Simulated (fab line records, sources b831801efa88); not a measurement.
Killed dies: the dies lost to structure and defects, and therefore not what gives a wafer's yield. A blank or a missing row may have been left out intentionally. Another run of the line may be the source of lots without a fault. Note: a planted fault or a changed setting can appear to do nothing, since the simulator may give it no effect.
Struck lot and sound lot, side by side / flow sky130 / 21 out of 708 route steps
Sound: wafers L564.2, L564.5, L564.6. Wafers L557.1, L557.2, L557.3 were the ones struck. The cause is given at the end.
For every step that has rows: the tool of each side, followed by ch and its chambers, followed by its first start. Under that, the readings that differ: sound wafers / struck wafers / difference of the means / sigmas: that difference in standard deviations of wafers without a fault.
alike: readings whose means differ by less than 2 such deviations, and words and numbers that are the same on both sides. not compared: withheld readings, readings that some wafer has no value for, bounds like >300 that may hide the same value, and numbers for which the record gives no deviation and whose values overlap.
A row with sigmas, a row that says differs or no value, or rows on one side alone: a step with any of these is where the two part. Non-overlapping numbers with no deviation appear without sigmas and do not part them. Lack of a reading on every wafer of one side parts them only where that side has two or more wafers.

first, 1 step without rows for these wafers: SKY_RES_XHIGH_IMPLANT_07.
SKY_RES_XHIGH_STRIP_08: strips in O2/N2.
  sound on plasma_asher-03 ch 0,1, day 31 15:35; struck on plasma_asher-01 ch 0,1, day 29 08:29
  alike: chamber_pressure_mTorr, drypump_motor_current_A, oes_product_au, strip_time_to_endpoint_s
  not compared: rf_hours_counter_h
SKY_RES_XHIGH_TW_MEAS_09:
  sound: film_metro-04 at day 31 15:41; struck: film_metro-03 at day 29 08:35
  alike: RES_XHIGH_TW
then, 7 steps without rows for these wafers: SKY_SD_N_DEHYDRATE_00 (time 60 s); SKY_SD_N_HMDS_01 (prime time 60 s); SKY_SD_N_COAT_02 (resist thk 1140 nm); SKY_SD_N_SOFTBAKE_03 (time 60 s); SKY_SD_N_EXPOSE_04 (exposes mask NSDM, target cd 380 nm); SKY_SD_N_PEB_05; SKY_SD_N_DEVELOP_06 (develop time 60 s).
SKY_SD_N_CD_MEAS_07: target cd 380 nm.
  sound: cd_sem-02 at day 32 19:08; struck: cd_sem-01 at day 30 12:22
  alike: cd_nm
SKY_SD_N_OVL_MEAS_08:
  sound: overlay-01 at day 32 19:14; struck: overlay-02 at day 30 12:29
  alike: SD_N_OVL
SKY_SD_N_IMPLANT_09:
  sound on implanter-02 ch 0, day 32 19:17; struck on implanter-03 ch 0, day 30 12:32
reading=beam_energy_keV; sound=49.996 49.985 49.994; struck=53.538 53.515 53.515; difference=+3.531; sigmas=+99 or more
reading=model.implant.rp_nm (nm); sound=32.92 32.92 32.92; struck=33.42 33.42 33.42; difference=+0.50; sigmas=
reading=model.implant.drp_nm (nm); sound=14.11 14.11 14.11; struck=14.86 14.86 14.86; difference=+0.75; sigmas=
after that, 1 step had no rows for these wafers: SKY_SD_N_IMPLANT_10.
SKY_SD_N_STRIP_11: strips in O2/N2.
  sound on plasma_asher-02 ch 0,1, day 32 19:34; struck on plasma_asher-02 ch 0,1, day 30 12:50
reading=strip_time_to_endpoint_s (s); sound=22.58 22.52 22.50; struck=23.12 23.13 23.16; difference=+0.60; sigmas=+14
  alike: chamber_pressure_mTorr, drypump_motor_current_A, oes_product_au
  not compared: rf_hours_counter_h
SKY_SD_N_TW_MEAS_12:
  sound: film_metro-03 at day 32 19:40; struck: film_metro-04 at day 30 12:56
  alike: SD_N_TW
then, 1 step without rows for these wafers: SKY_SD_N_CLEAN_13 (cleans in SC1/SC2, time 150 s).
SKY_SD_N_RTA_14: time 2 s.
  sound on rtp_anneal-02 ch 0, day 32 19:47; struck on rtp_anneal-01 ch 0, day 30 13:05
  alike: lamp_power_pct, wafer_temp_C_max
SKY_SD_N_RS_MEAS_16: a four-point-probe measurement.
  sound: film_metro-04 at day 32 20:01; struck: film_metro-02 at day 30 13:16
reading=SD_N_RS (ohm/sq); sound=68.66 68.65 68.58; struck=66.09 66.08 65.95; difference=-2.59; sigmas=-26
SKY_SD_N_RS_MEAS_17: a four-point-probe measurement.
  sound: film_metro-04 at day 32 20:08; struck: film_metro-02 at day 30 13:23
  alike: SD_P_RS
-- record jumps: 17 days separate the struck wafers' starts on either side; left off in module SD_N, taken up again in module PAD_OPEN, whose first shown step is the route's number 708 --
SKY_PAD_OPEN_PROBE_99:
  sound: prober-01 at day 49 07:44; struck: prober-02 at day 47 17:40
  alike: killed_at_M0_to_M3, killed_at_M4_up, killed_at_contacts, killed_at_front_end, killed_at_other, killed_dies, killed_open, killed_short
  not compared: model.etest.res_ndiff.line_ohm_um, model.etest.res_ndiff.rs_ohm_sq, model.etest.res_ndiff_hv.rs_ohm_sq

== WHERE THEY PART ==
At SKY_SD_N_IMPLANT_09 first; at SKY_SD_N_RS_MEAS_16 last (within this record only). Later steps at which nothing parts them and some readings are alike: SKY_SD_N_RS_MEAS_17, SKY_PAD_OPEN_PROBE_99.

WHY: whatever the simulator had introduced
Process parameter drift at SKY_SD_N_IMPLANT_09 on implanter-03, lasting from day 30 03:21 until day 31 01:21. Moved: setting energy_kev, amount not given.
